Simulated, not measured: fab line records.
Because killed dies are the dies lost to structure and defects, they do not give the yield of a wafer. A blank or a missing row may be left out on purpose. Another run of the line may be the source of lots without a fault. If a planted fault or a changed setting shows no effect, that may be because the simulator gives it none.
fab line records | flow sky130 | part 2 of 2: steps 34 to 40 of 40
record lots=5 | wafers=15 | lastDay=49
route steps=708 shown LOCAL_INTERCONNECT@389 CONTACT@406
lots with no fault: from the same line, run without faults
startH: the number of hours between the record's first day and the start of the first shown wafer of the lot | waitH: hours since the lot's step before | " same as the row above | L1.1+2: several wafers, shown together as one row | - value missing, or start not given | * or withheld: withheld | < > ~ a bound
route shown NAME@n: NAME is a module with steps in the file, n the number in the route of the first one | usual: mean and standard deviation over wafers with no fault | same: alike in all rows | chamber/n: place in a boat | sites: per-site readings | _std_site: standard deviation of those values | _edge_site: outer sites' mean less inner sites' | radiusMm: for every site, how far away it sits from the centre of the wafer | mask NAME#n: copy n | behind: the most recent tool/chamber to have shaped the wafer | hold: why the lot went on hold/how many hours it stayed there/how the hold came to an end | device: the n, p or np transistor that did not switch | end of line: the route-end tests of the same wafers | where a step has no rows: the recipe by itself | killed: dies that structure and defects cost at the first sort, which is not the same as the wafer's yield | map: a wafer's dies, marking killed ones x, the rest . and places with no die _
set.NAME: the setting as run; set.NAME@STEP: as run at that earlier step | model.NAME: the simulator's own value behind a step, which no gauge read
certain route steps with their lots: each step a table, each wafer a row
services: when a tool's chamber went out of use (startH, in hours from the record's first day, below 0 if earlier), for how many hours, and the reason
## steps
# step SKY_CONTACT_ETCH_16
# recipe chemistry=N2/H2 | target=BARC | ionEnergyEv=200 | sourceW=500 | biasW=100 | pressureMtorr=30 | n2FlowSccm=100 | h2FlowSccm=200 | stopOn=SiO2 | timeS=45.9 | targetDepthA=600
# usual biasW=100.0/0.32 | drypumpMotorCurrentA=5.7/0.62 | oesProductAu=0.854/0.0049 | throttleValvePct=13.224/0.0092
lot.wafer | tool       | chamber | startH | waitH | biasW | drypumpMotorCurrentA | oesProductAu | rfHoursCounterH | throttleValvePct
L077.1    | rieDiel-01 | 3       | 760.40 | 0.0   | 100.4 | 5.7                  | 0.855        | 22              | 13.235
L077.5    | "          | 2       | "      | "     | 99.6  | 5.1                  | 0.852        | -               | 13.213
L077.6    | "          | 1       | "      | "     | 100.3 | 5.9                  | 0.856        | -               | 13.218
L088.2    | rieDiel-03 | 0       | 852.50 | 0.0   | 100.4 | 6.6                  | 0.855        | 2               | 13.216
L088.5    | "          | 2       | "      | "     | 100.3 | 5.1                  | 0.858        | -               | 13.229
L088.6    | "          | 0       | "      | "     | 100.1 | 6.5                  | 0.853        | -               | 13.230
L089.1    | rieDiel-03 | 1       | 861.18 | 0.0   | 100.5 | 5.8                  | 0.850        | 13              | 13.220
L089.5    | "          | 0       | "      | "     | 100.3 | 6.6                  | 0.861        | -               | 13.241
L089.6    | "          | 2       | "      | "     | 100.0 | 5.1                  | 0.858        | -               | 13.223
L092.2    | rieDiel-01 | 0       | 874.73 | 0.0   | 100.3 | 6.6                  | 0.849        | 13              | 13.220
L092.4    | "          | 2       | "      | "     | 99.6  | 5.1                  | 0.846        | 26              | 13.227
L092.6    | "          | 3       | "      | "     | 99.7  | 5.7                  | 0.855        | -               | 13.231
L093.1    | rieDiel-03 | 2       | 886.56 | 0.0   | 100.4 | 5.1                  | 0.855        | 19              | 13.233
L093.2    | "          | 0       | "      | "     | 100.1 | 6.6                  | 0.847        | 4               | 13.225
L093.5    | "          | 0       | "      | "     | 99.7  | 6.5                  | 0.853        | -               | 13.230
# step SKY_CONTACT_ETCH_17
# recipe target=SiO2 | chemistry=C4F8/O2/Ar | stopOn=Si3N4 | maskMaterial=KrF-thick | sourceW=1500 | biasW=1200 | pressureMtorr=40 | c4f8FlowSccm=withheld | O2_flow_sccm=6 | Ar_flow_sccm=300 | timeS=withheld | targetDepthA=3400
# usual biasW=1200/4 | oesProductAu=0.892/0.0046
lot.wafer | tool       | chamber | startH | waitH | biasW | oesProductAu
L077.1    | rieDiel-01 | 3       | 760.44 | 0.0   | 1200  | 0.900
L077.5    | "          | 2       | "      | "     | 1199  | 0.893
L077.6    | "          | 1       | "      | "     | 1200  | 0.890
L088.2    | rieDiel-03 | 0       | 852.54 | 0.0   | 1201  | 0.889
L088.5    | "          | 2       | "      | "     | 1198  | 0.892
L088.6    | "          | 0       | "      | "     | 1202  | 0.894
L089.1    | rieDiel-03 | 1       | 861.22 | 0.0   | 1203  | 0.895
L089.5    | "          | 0       | "      | "     | 1204  | 0.897
L089.6    | "          | 2       | "      | "     | 1199  | 0.888
L092.2    | rieDiel-01 | 0       | 874.77 | 0.0   | 1201  | 0.890
L092.4    | "          | 2       | "      | "     | 1203  | 0.898
L092.6    | "          | 3       | "      | "     | 1196  | 0.892
L093.1    | rieDiel-03 | 2       | 886.61 | 0.0   | 1199  | 0.895
L093.2    | "          | 0       | "      | "     | 1198  | 0.887
L093.5    | "          | 0       | "      | "     | 1199  | 0.895
# step SKY_CONTACT_ETCH_18
# recipe target=Si3N4 | chemistry=CHF3/O2 | stopOn=TiN | sourceW=600 | biasW=200 | pressureMtorr=40 | chf3FlowSccm=50 | O2_flow_sccm=5 | timeS=39 | targetDepthA=750
# usual biasW=200.1/0.67 | drypumpMotorCurrentA=5.7/0.61 | oesProductAu=0.853/0.0078 | throttleValvePct=8.793/0.0095
lot.wafer | tool       | chamber | startH | waitH | biasW | drypumpMotorCurrentA | oesProductAu | rfHoursCounterH | throttleValvePct
L077.1    | rieDiel-01 | 3       | -      | -     | 200.2 | 5.7                  | 0.852        | 22              | 8.795
L077.5    | "          | 2       | "      | "     | 200.2 | 5.1                  | 0.856        | -               | 8.800
L077.6    | "          | 1       | "      | "     | 199.0 | 5.9                  | 0.850        | -               | 8.801
L088.2    | rieDiel-03 | 0       | -      | -     | 200.2 | 6.5                  | 0.857        | 2               | 8.786
L088.5    | "          | 2       | "      | "     | 199.7 | 5.1                  | 0.850        | -               | 8.803
L088.6    | "          | 0       | "      | "     | 199.6 | 6.5                  | 0.860        | -               | 8.790
L089.1    | rieDiel-03 | 1       | -      | -     | 200.0 | 5.8                  | 0.842        | 13              | 8.783
L089.5    | "          | 0       | "      | "     | 199.3 | 6.5                  | 0.865        | -               | 8.790
L089.6    | "          | 2       | "      | "     | 200.2 | 5.1                  | 0.848        | -               | 8.792
L092.2    | rieDiel-01 | 0       | -      | -     | 199.7 | 6.6                  | 0.839        | 13              | 8.774
L092.4    | "          | 2       | "      | "     | 200.4 | 5.1                  | 0.866        | 26              | 8.793
L092.6    | "          | 3       | "      | "     | 199.2 | 5.7                  | 0.860        | -               | 8.783
L093.1    | rieDiel-03 | 2       | -      | -     | 199.6 | 5.1                  | 0.856        | 19              | 8.778
L093.2    | "          | 0       | "      | "     | 200.6 | 6.5                  | 0.843        | 4               | 8.794
L093.5    | "          | 0       | "      | "     | 200.5 | 6.5                  | 0.849        | -               | 8.790
# step SKY_CONTACT_STRIP_19
# recipe chemistry=O2/N2 | powerW=1400 | pressureMtorr=1500 | platenTempC=withheld | o2FlowSccm=3000 | n2FlowSccm=300 | overashFraction=0.5
# usual drypumpMotorCurrentA=6.16/0.26 | oesProductAu=0.381/0.0045 | stripTimeToEndpointS=3.62/0.034
lot.wafer | tool           | chamber | startH | waitH | drypumpMotorCurrentA | oesProductAu | rfHoursCounterH | stripTimeToEndpointS
L077.1    | plasmaAsher-03 | 0       | 760.53 | -     | 6.03                 | 0.386        | 95              | 3.64
L077.5    | "              | 0       | "      | "     | 6.05                 | 0.384        | -               | 3.60
L077.6    | "              | 1       | "      | "     | 6.29                 | 0.376        | -               | 3.66
L088.2    | plasmaAsher-03 | 1       | 852.63 | -     | 6.32                 | 0.384        | 105             | 3.63
L088.5    | "              | 0       | "      | "     | 6.08                 | 0.385        | -               | 3.63
L088.6    | "              | 1       | "      | "     | 6.31                 | 0.382        | -               | 3.61
L089.1    | plasmaAsher-04 | 0       | 861.31 | -     | 6.42                 | 0.384        | 40              | 3.66
L089.5    | "              | 1       | "      | "     | 6.42                 | 0.390        | -               | 3.67
L089.6    | "              | 0       | "      | "     | 6.44                 | 0.391        | -               | 3.66
L092.2    | plasmaAsher-03 | 1       | 874.86 | -     | 6.32                 | 0.376        | 107             | 3.58
L092.4    | "              | 0       | "      | "     | 6.07                 | 0.378        | -               | 3.65
L092.6    | "              | 0       | "      | "     | 6.08                 | 0.384        | -               | 3.64
L093.1    | plasmaAsher-01 | 1       | 886.70 | -     | 5.70                 | 0.382        | 15              | 3.66
L093.2    | "              | 0       | "      | "     | 5.87                 | 0.380        | 15              | 3.63
L093.5    | "              | 0       | "      | "     | 5.86                 | 0.379        | -               | 3.62
# step SKY_CONTACT_STRIP_20
# recipe chemistry=postEtchResidueRemover | timeS=1200 | tempC=72.5
# usual bathHeatDutyPct=14.4/1.8
lot.wafer | tool        | chamber | startH | waitH | bathHeatDutyPct
L077.1    | wetBench-01 | 1       | 760.63 | 0.1   | 12.6
L077.5    | "           | 1       | "      | "     | 15.1
L077.6    | "           | 1       | "      | "     | 13.8
L088.2    | wetBench-02 | 1       | 852.73 | 0.1   | 14.1
L088.5    | "           | 1       | "      | "     | 12.8
L088.6    | "           | 1       | "      | "     | 12.8
L089.1    | wetBench-03 | 1       | 861.41 | 0.1   | 11.3
L089.5    | "           | 1       | "      | "     | 11.5
L089.6    | "           | 1       | "      | "     | 12.6
L092.2    | wetBench-01 | 2       | 874.96 | 0.1   | 12.3
L092.4    | "           | 2       | "      | "     | 13.2
L092.6    | "           | 2       | "      | "     | 12.9
L093.1    | wetBench-01 | 0       | 886.80 | 0.1   | 14.1
L093.2    | "           | 0       | "      | "     | 12.7
L093.5    | "           | 0       | "      | "     | 12.8
# step SKY_CONTACT_CLEAN_21
# recipe chemistry=IPA | timeS=180 | tempC=25
# usual bathHeatDutyPct=6.2/0.81
lot.wafer | tool        | chamber | startH | waitH | bathHeatDutyPct
L077.1    | wetBench-03 | 1       | 760.97 | 0.0   | 5.1
L077.5    | "           | 1       | "      | "     | 4.1
L077.6    | "           | 1       | "      | "     | 5.1
L088.2    | wetBench-02 | 1       | 853.14 | 0.0   | 5.6
L088.5    | "           | 1       | "      | "     | 5.5
L088.6    | "           | 1       | "      | "     | 5.6
L089.1    | wetBench-01 | 3       | 861.75 | 0.0   | 5.7
L089.5    | "           | 3       | "      | "     | 6.0
L089.6    | "           | 3       | "      | "     | 5.7
L092.2    | wetBench-02 | 1       | 875.30 | 0.0   | 5.6
L092.4    | "           | 1       | "      | "     | 6.5
L092.6    | "           | 1       | "      | "     | 6.5
L093.1    | wetBench-03 | 3       | 887.14 | 0.0   | 6.2
L093.2    | "           | 3       | "      | "     | 6.7
L093.5    | "           | 3       | "      | "     | 6.9
# step SKY_CONTACT_CLEAN_22
# recipe chemistry=O3/DIW | dry=n2Spin
lot.wafer  | tool        | chamber | startH | waitH
L077.1+5+6 | wetBench-01 | 2       | 761.03 | 0.0
L088.2+5+6 | wetBench-02 | 1       | 853.20 | 0.0
L089.1+5+6 | wetBench-02 | 3       | 861.81 | 0.0
L092.2+4+6 | wetBench-01 | 2       | 875.36 | 0.0
L093.1+2+5 | wetBench-02 | 3       | 887.25 | 0.0
## services
tool           | chamber | startH | hours | kind
krfScanner-01  | -       | 694.61 | 3.5   | repair
pecvd-04       | -       | 696.41 | 0.8   | repair
krfScanner-01  | -       | 733.47 | 1.0   | pm
rieDiel-03     | 2       | 743.35 | 11.7  | repair
cmp-02         | -       | 744.00 | 4.0   | pm
krfScanner-02  | -       | 748.49 | 1.0   | pm
wetBench-02    | -       | 760.59 | 2.4   | repair
krfScanner-02  | -       | 764.85 | 1.3   | pm
plasmaAsher-04 | -       | 770.00 | 29.4  | repair
krfScanner-01  | -       | 788.05 | 1.3   | pm
cmp-02         | -       | 818.03 | 0.3   | repair
rieDiel-01     | 3       | 820.58 | 2.0   | repair
hdpcvd-02      | -       | 822.44 | 2.8   | pm
rieDiel-03     | 3       | 826.75 | 6.9   | repair
krfScanner-01  | -       | 830.12 | 0.8   | pm
rieMetal-04    | -       | 833.85 | 0.3   | repair
krfScanner-01  | -       | 840.22 | 2.1   | repair
krfScanner-02  | -       | 850.82 | 0.8   | pm
krfScanner-01  | -       | 851.22 | 0.2   | repair
cmp-02         | -       | 853.09 | 0.6   | repair
krfScanner-02  | -       | 856.59 | 1.0   | repair
krfScanner-02  | -       | 856.94 | 1.2   | repair
krfScanner-01  | -       | 860.42 | 0.4   | repair
hdpcvd-01      | -       | 865.49 | 0.3   | repair
